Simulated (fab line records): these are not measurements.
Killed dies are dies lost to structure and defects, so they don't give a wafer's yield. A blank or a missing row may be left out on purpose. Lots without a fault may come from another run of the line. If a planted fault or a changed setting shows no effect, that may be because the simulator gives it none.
Which tool did it? + flow gf180mcu + 39 wafers from 13 lots sampled at 5 of the route's 602 steps

## WHAT EACH GAUGE READ, for each wafer
GF_VT_IMPLANT_TW_MEAS_21.
| lot  | measured     | on            | VT_IMPLANT_2_TW               |
|------|--------------|---------------|-------------------------------|
| L926 | day 6 02:17  | film_metro-04 | 1210 1210 1208                |
| L927 | day 6 08:23  | film_metro-02 | 1216 1210 1211                |
| L928 | day 6 15:53  | film_metro-04 | 1210 1214 1207                |
| L929 | day 6 22:41  | film_metro-02 | 1215 1211 1212                |
| L930 | day 7 03:20  | film_metro-01 | 1215 1214 1214                |
| L932 | day 7 21:52  | film_metro-01 | 1219 1212 1214                |
| L933 | day 8 10:53  | film_metro-04 | 1215 1213 1221                |
| L937 | day 9 18:52  | film_metro-04 | 1211 1211 1207                |
| L938 | day 9 19:46  | film_metro-02 | 1283 1290 1284 1287 1282 1292 |
| L939 | day 9 23:52  | film_metro-01 | 1286 1294 1292 1286 1286 1297 |
| L943 | day 10 22:08 | film_metro-04 | 1212 1213 1213                |
| L946 | day 11 10:50 | film_metro-01 | 1212 1211 1215                |
| L949 | day 12 07:35 | film_metro-02 | 1215 1218 1218                |

GF_M3_RS_MEAS_05: uses a four-point probe to measure.
| lot  | measured     | on            | M3_ALCU_RS (ohm/sq)  |
|------|--------------|---------------|----------------------|
| L926 | day 19 22:41 | film_metro-02 | 0.0691 0.0690 0.0696 |
| L927 | day 20 11:52 | film_metro-02 | 0.0694 0.0688 0.0678 |
| L928 | day 20 21:21 | film_metro-01 | 0.0691 0.0691 0.0700 |
| L929 | day 21 06:55 | film_metro-01 | 0.0706 0.0694 0.0695 |
| L930 | day 21 14:03 | film_metro-04 | 0.0691 0.0688 0.0704 |
| L932 | day 22 16:00 | film_metro-04 | 0.0676 0.0699 0.0698 |
| L933 | day 23 07:11 | film_metro-02 | 0.0687 0.0702 0.0686 |
| L937 | day 25 04:19 | film_metro-01 | 0.0696 0.0696 0.0700 |
| L938 | day 25 01:53 | film_metro-02 | 0.0683 0.0678 0.0707 |
| L939 | day 25 09:42 | film_metro-01 | 0.0702 0.0704 0.0695 |
| L943 | day 26 13:36 | film_metro-02 | 0.0680 0.0686 0.0688 |
| L946 | day 27 01:46 | film_metro-01 | 0.0697 0.0675 0.0697 |
| L949 | day 28 01:23 | film_metro-02 | 0.0692 0.0685 0.0694 |

## TOOL THAT RAN EACH LOT (tool first, then ch and the chambers of the sampled wafers, then the start)
| lot  | GF_VT_IMPLANT_IMPLANT_19        | GF_V1_CVD_23                  | GF_V2_ETCH_17                                 |
|------|---------------------------------|-------------------------------|-----------------------------------------------|
| L926 | implanter-04 ch 0, day 6 02:02  | cvd_w-02 ch 0,1, day 17 20:17 | rie_diel-01 ch 0,2,3, day 19 22:41 or earlier |
| L927 | implanter-02 ch 0, day 6 08:08  | cvd_w-02 ch 0,1, day 18 08:17 | rie_diel-02 ch 0,1,2, day 20 11:52 or earlier |
| L928 | implanter-01 ch 0, day 6 15:40  | cvd_w-02 ch 0,1, day 18 17:25 | rie_diel-02 ch 2,3, day 20 21:21 or earlier   |
| L929 | implanter-02 ch 0, day 6 22:26  | cvd_w-02 ch 1, day 19 03:25   | rie_diel-04 ch 1,3, day 21 06:55 or earlier   |
| L930 | implanter-04 ch 0, day 7 03:07  | cvd_w-02 ch 0,1, day 19 10:26 | rie_diel-01 ch 0,1,3, day 21 14:03 or earlier |
| L932 | implanter-02 ch 0, day 7 21:37  | cvd_w-01 ch 0,1, day 20 13:02 | rie_diel-02 ch 0,1, day 22 16:00 or earlier   |
| L933 | implanter-01 ch 0, day 8 10:40  | cvd_w-02 ch 0,1, day 21 04:25 | rie_diel-04 ch 1,2,3, day 23 07:11 or earlier |
| L937 | implanter-02 ch 0, day 9 18:37  | cvd_w-02 ch 0,1, day 23 03:25 | rie_diel-01 ch 0,1,3, day 25 04:19 or earlier |
| L938 | implanter-04 ch 0, day 9 19:31  | cvd_w-01 ch 0,1, day 23 01:40 | rie_diel-02 ch 0,3, day 25 01:53 or earlier   |
| L939 | implanter-04 ch 0, day 9 23:37  | cvd_w-02 ch 0,1, day 23 09:37 | rie_diel-01 ch 0,1,3, day 25 09:42 or earlier |
| L943 | implanter-01 ch 0, day 10 21:53 | cvd_w-02 ch 0,1, day 24 15:45 | rie_diel-04 ch 1,2, day 26 13:36 or earlier   |
| L946 | implanter-02 ch 0, day 11 10:35 | cvd_w-02 ch 1, day 25 04:10   | rie_diel-02 ch 0,1,3, day 27 01:46 or earlier |
| L949 | implanter-02 ch 0, day 12 07:22 | cvd_w-02 ch 0,1, day 26 04:36 | rie_diel-04 ch 0,2, day 28 01:23 or earlier   |
- GF_VT_IMPLANT_IMPLANT_19
- GF_V1_CVD_23: deposits W, target thk 350 nm, time 105.05 s.
- GF_V2_ETCH_17: etches SiO2 in C4F8/O2/Ar, stops on TiN, target depth 630 nm.

## AS READ BY THE TOOLS THEMSELVES (means over the sampled wafers that have a number; for cases with no such wafer, the mark the record gives instead)
GF_VT_IMPLANT_IMPLANT_19.
| lot  | tool         | dose_ions_cm2 | faraday_current_uA |
|------|--------------|---------------|--------------------|
| L926 | implanter-04 | 4.344e+12     | 24.6               |
| L927 | implanter-02 | 4.354e+12     | 24.6               |
| L928 | implanter-01 | 4.355e+12     | 24.5               |
| L929 | implanter-02 | 4.351e+12     | 25.1               |
| L930 | implanter-04 | 4.346e+12     | 24.0               |
| L932 | implanter-02 | 4.347e+12     | 24.5               |
| L933 | implanter-01 | 4.354e+12     | 24.4               |
| L937 | implanter-02 | 4.354e+12     | 24.7               |
| L938 | implanter-04 | 5.212e+12     | 29.7               |
| L939 | implanter-04 | 5.215e+12     | 28.8               |
| L943 | implanter-01 | 4.351e+12     | 24.4               |
| L946 | implanter-02 | 4.346e+12     | 24.5               |
| L949 | implanter-02 | 4.349e+12     | 24.4               |

GF_V1_CVD_23.
| lot  | tool     | chamber_pressure_Torr (Torr) | heater_power_w (W) |
|------|----------|------------------------------|--------------------|
| L926 | cvd_w-02 | 40.07                        | 736                |
| L927 | cvd_w-02 | 39.92                        | 731                |
| L928 | cvd_w-02 | 39.95                        | 730                |
| L929 | cvd_w-02 | 39.95                        | 648                |
| L930 | cvd_w-02 | 40.02                        | 720                |
| L932 | cvd_w-01 | 40.00                        | 976                |
| L933 | cvd_w-02 | 40.12                        | 810                |
| L937 | cvd_w-02 | 40.01                        | 822                |
| L938 | cvd_w-01 | 40.02                        | 831                |
| L939 | cvd_w-02 | 39.98                        | 815                |
| L943 | cvd_w-02 | 39.94                        | 725                |
| L946 | cvd_w-02 | 40.04                        | 652                |
| L949 | cvd_w-02 | 40.06                        | 822                |

GF_V2_ETCH_17.
| lot  | tool        | oes_product_au (a.u.) |
|------|-------------|-----------------------|
| L926 | rie_diel-01 | 0.858                 |
| L927 | rie_diel-02 | 0.858                 |
| L928 | rie_diel-02 | 0.859                 |
| L929 | rie_diel-04 | 0.855                 |
| L930 | rie_diel-01 | 0.854                 |
| L932 | rie_diel-02 | 0.855                 |
| L933 | rie_diel-04 | 0.847                 |
| L937 | rie_diel-01 | 0.858                 |
| L938 | rie_diel-02 | 0.858                 |
| L939 | rie_diel-01 | 0.852                 |
| L943 | rie_diel-04 | 0.861                 |
| L946 | rie_diel-02 | 0.855                 |
| L949 | rie_diel-04 | 0.858                 |

## THE ANSWER, worked out from the rows above alone
Rule: what is usual is taken from the lots themselves. Put in order of their means at a reading, lots are off if they are a third of the lots or fewer, leave a main group of 4 or more, and stand apart from it by a gap of 3 or more times the standard deviation of the main group's means; of several such gaps the widest counts. A main group whose means are all the same, to the digits that the tables above print for the reading, isn't used. A lot without any number at a reading at which 4 lots or more have one is off too. All remaining lots with rows at the step are treated as sound. Order of review: gauges by route order, followed by the tools' own readings, for which a lot's mean as printed above is used. The first step at which some lot is off is used, and at that step the reading that is off furthest; a lot without a number counts as furthest.
Off: L938, L939, seen at GF_VT_IMPLANT_TW_MEAS_21 (VT_IMPLANT_2_TW). Main group: mean 1213, sd 2.4.
A tool fits if, at a process step before that reading, it ran every lot that is off, and no sound lot after the first of them. The gauges at GF_VT_IMPLANT_TW_MEAS_21 aren't tried: what is off there is off at GF_VT_IMPLANT_IMPLANT_19 too, on other tools, and a gauge's error can't cause that. One candidate fits, namely implanter-04 at GF_VT_IMPLANT_IMPLANT_19. A fault onset in the window from L930 (day 7 03:07, its last sound lot) to L938 (day 9 19:31, its first lot off) fits.
The tool's own readings at GF_VT_IMPLANT_IMPLANT_19 bear it out: on the lots that are off they differ by more than 5 times the standard deviation of the sound lots' means. dose_ions_cm2 reads 5.214e+12 there against 4.350e+12 on the sound lots; faraday_current_uA reads 29.2 there against 24.5 on the sound lots.

## WHAT THE SIMULATOR HAD INSERTED
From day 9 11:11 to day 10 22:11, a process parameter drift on implanter-04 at GF_VT_IMPLANT_IMPLANT_19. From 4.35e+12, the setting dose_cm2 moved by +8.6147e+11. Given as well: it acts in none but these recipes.
Lots struck among those shown: L938, L939. This agrees with what the rule above found.
